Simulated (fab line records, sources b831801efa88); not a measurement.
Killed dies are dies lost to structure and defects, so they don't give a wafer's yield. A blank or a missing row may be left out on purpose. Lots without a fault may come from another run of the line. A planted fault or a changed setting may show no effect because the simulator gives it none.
Chamber matching | flow sky130 | SKY_FIELD_ISO_CMP_27 on cmp-02: 4 sister chambers
The step polishes, stops on Si3N4, t overpolish 16 s, target thk 457.8 nm. 4 wafers are shown with their chamber, then 7 later ones without.

WAFERS WITH THEIR CHAMBER
wafer  | chamber | motor_current_A (A)
L800.3 | 1       | 12.7
L805.4 | 0       | 10.3
L808.2 | 2       | 11.5
L808.4 | 3       | 12.6

WAFERS WITHOUT THEIR CHAMBER
wafer  | motor_current_A (A)
L808.5 | 12.3
L809.1 | 12.1
L809.2 | 12.6
L809.3 | 10.4
L810.1 | 13.0
L810.2 | 13.5
L810.6 | 11.8

WHICH CHAMBER EACH WENT THROUGH
wafer  | from the rows above          | in truth
L808.5 | can't be placed: 3 or 1 or 2 | 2
L809.1 | can't be placed: 3 or 1 or 2 | 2
L809.2 | can't be placed: 3 or 1      | 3
L809.3 | 0                            | 0
L810.1 | can't be placed: 1 or 3      | 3
L810.2 | can't be placed: 1 or 3      | 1
L810.6 | can't be placed: 2 or 3 or 1 | 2
Placed correctly: 1 of 7. Can't be placed from these rows: 6 (the true chamber is among the candidates in 6). Placed wrongly: 0.
How it was worked out, from the rows above alone: a wafer's distance from a chamber is the root of the sum, over the readings, of the square of ((its reading less the chamber's mean) divided by the reading's scatter). The wafer belongs to the nearest chamber; if the next one is less than 2 further off, it can't be placed. A chamber's mean is the mean of its shown wafers. The scatter: with one shown wafer a chamber, the root of the mean of the squares of how far each hidden wafer lies from its nearest shown one.
